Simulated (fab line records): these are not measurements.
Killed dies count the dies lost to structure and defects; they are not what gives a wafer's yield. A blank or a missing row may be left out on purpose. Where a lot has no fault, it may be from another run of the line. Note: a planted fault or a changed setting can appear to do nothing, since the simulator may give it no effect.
Split-lot study / flow gf180mcu / on a route of 602 steps: 5 lots, 23 wafers read

## THE SPLIT
At GF_STI_PEB_10 (peb time 90 s), the setting pebTempC was moved away from the recipe's 135 C on 12 of the 23 wafers read, by -1.1% to +3.0%. This setting was run at the recipe's value on the other wafers.

## BETWEEN THE SPLIT AND THE READING: the file shows 1 step in between
- GF_STI_DEVELOP_11: develop time 60 s

## THE READING
cdNm at GF_STI_CD_MEAS_12, given in nm (cd target 220 nm). Typical for fault-free wafers on this fab line: 220.1 nm, with standard deviation 0.89 nm.

wafer=L074.1; tool, chamber at the split=lithoTrack-01, 0; pebTempC as run, C=136.3; against the recipe=+1.0%; cdNm, nm=217.0; against lot-mates on the recipe=-4.6
wafer=L074.2; tool, chamber at the split=lithoTrack-01, 0; pebTempC as run, C=136.3; against the recipe=+1.0%; cdNm, nm=216.7; against lot-mates on the recipe=-4.9
wafer=L074.3; tool, chamber at the split=lithoTrack-01, 0; pebTempC as run, C=135; against the recipe=recipe; cdNm, nm=221.8; against lot-mates on the recipe=-
wafer=L074.4; tool, chamber at the split=lithoTrack-01, 0; pebTempC as run, C=136.3; against the recipe=+1.0%; cdNm, nm=217.6; against lot-mates on the recipe=-4.0
wafer=L074.5; tool, chamber at the split=lithoTrack-01, 0; pebTempC as run, C=135; against the recipe=recipe; cdNm, nm=221.3; against lot-mates on the recipe=-
wafer=L077.1; tool, chamber at the split=lithoTrack-02, 0; pebTempC as run, C=133.5; against the recipe=-1.1%; cdNm, nm=224.6; against lot-mates on the recipe=+4.5
wafer=L077.2; tool, chamber at the split=lithoTrack-02, 0; pebTempC as run, C=135; against the recipe=recipe; cdNm, nm=221.0; against lot-mates on the recipe=-
wafer=L077.4; tool, chamber at the split=lithoTrack-02, 0; pebTempC as run, C=133.5; against the recipe=-1.1%; cdNm, nm=223.4; against lot-mates on the recipe=+3.3
wafer=L077.5; tool, chamber at the split=lithoTrack-02, 0; pebTempC as run, C=135; against the recipe=recipe; cdNm, nm=219.2; against lot-mates on the recipe=-
wafer=L077.6; tool, chamber at the split=lithoTrack-02, 0; pebTempC as run, C=133.5; against the recipe=-1.1%; cdNm, nm=224.1; against lot-mates on the recipe=+4.0
wafer=L081.1; tool, chamber at the split=lithoTrack-01, 0; pebTempC as run, C=135; against the recipe=recipe; cdNm, nm=218.1; against lot-mates on the recipe=-
wafer=L081.2; tool, chamber at the split=lithoTrack-01, 0; pebTempC as run, C=139; against the recipe=+3.0%; cdNm, nm=210.5; against lot-mates on the recipe=-8.4
wafer=L081.3; tool, chamber at the split=lithoTrack-01, 0; pebTempC as run, C=135; against the recipe=recipe; cdNm, nm=219.7; against lot-mates on the recipe=-
wafer=L081.5; tool, chamber at the split=lithoTrack-01, 0; pebTempC as run, C=139; against the recipe=+3.0%; cdNm, nm=210.0; against lot-mates on the recipe=-8.9
wafer=L081.6; tool, chamber at the split=lithoTrack-01, 0; pebTempC as run, C=139; against the recipe=+3.0%; cdNm, nm=210.5; against lot-mates on the recipe=-8.4
wafer=L082.2; tool, chamber at the split=lithoTrack-01, 0; pebTempC as run, C=135; against the recipe=recipe; cdNm, nm=222.0; against lot-mates on the recipe=-
wafer=L082.3; tool, chamber at the split=lithoTrack-01, 0; pebTempC as run, C=135; against the recipe=recipe; cdNm, nm=220.9; against lot-mates on the recipe=-
wafer=L082.5; tool, chamber at the split=lithoTrack-01, 0; pebTempC as run, C=135; against the recipe=recipe; cdNm, nm=220.6; against lot-mates on the recipe=-
wafer=L084.1; tool, chamber at the split=lithoTrack-01, 0; pebTempC as run, C=138.4; against the recipe=+2.5%; cdNm, nm=212.8; against lot-mates on the recipe=-7.4
wafer=L084.2; tool, chamber at the split=lithoTrack-01, 0; pebTempC as run, C=135; against the recipe=recipe; cdNm, nm=220.3; against lot-mates on the recipe=-
wafer=L084.3; tool, chamber at the split=lithoTrack-01, 0; pebTempC as run, C=138.4; against the recipe=+2.5%; cdNm, nm=212.4; against lot-mates on the recipe=-7.8
wafer=L084.4; tool, chamber at the split=lithoTrack-01, 0; pebTempC as run, C=135; against the recipe=recipe; cdNm, nm=220.1; against lot-mates on the recipe=-
wafer=L084.5; tool, chamber at the split=lithoTrack-01, 0; pebTempC as run, C=138.4; against the recipe=+2.5%; cdNm, nm=212.2; against lot-mates on the recipe=-8.0

FIT RESULTS
A straight line over all 23 wafers: cdNm changes by -3.31 nm for each +1% of pebTempC; r = -0.98; the points scatter about the line by 0.86 nm.
The same after taking each lot's own level away (the mean of its wafers on the recipe; 23 wafers): -3.08 nm for each +1%; r = -0.98; scatter 0.81 nm.
That fit puts the effect of the largest move of pebTempC on the reading at 9.1 nm.
Across the lots, their own levels run from 218.90 to 221.55 nm, a range of 3.0 times the standard deviation given above.
The two slopes agree, so the slope changes little with the lot-to-lot level.
Check: for one of the wafers moved furthest among these (+3.0%), held out of the fit, the line's prediction against its lot-mates is -9.34 nm. It came out at -8.4 nm against them.

## ADDITIONAL SPLITS CARRIED BY THESE WAFERS
These wafers also went through other splits before the reading. Each is held against what the fit with the lots' levels taken away leaves over:
other split on the same wafers=GF_STI_OXIDATION_01 tempC; wafers away from the commonest value=18; r with cdNm (lot level and that fit taken away)=+0.35

## THE WHOLE CHAIN: every reading that the file lists as answering this split, in the file's order
step=GF_STI_CD_MEAS_12; what it does=target cd 220 nm; reading=cdNm; change (the file's fit)=-3.09 nm for each +1% of the setting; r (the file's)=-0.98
step=GF_STI_ETCH_13; what it does=etches the open film in CHF3/O2, stops on Si, target depth 282.31 nm, time 112.9 s; reading=STI.cdNm (the simulator's own value, which no gauge read); change (the file's fit)=-3.09 nm for each +1% of the setting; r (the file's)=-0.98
step=GF_STI_ETCH_14; what it does=etches Si in HBr/Cl2/O2, target depth 360 nm, time 102.9 s; reading=STI.cdNm (the simulator's own value, which no gauge read); change (the file's fit)=-2.96 nm for each +1% of the setting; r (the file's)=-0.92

## FILE'S OWN FIT
cdNm changes by -3.09 nm for each +1% of pebTempC, r = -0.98.
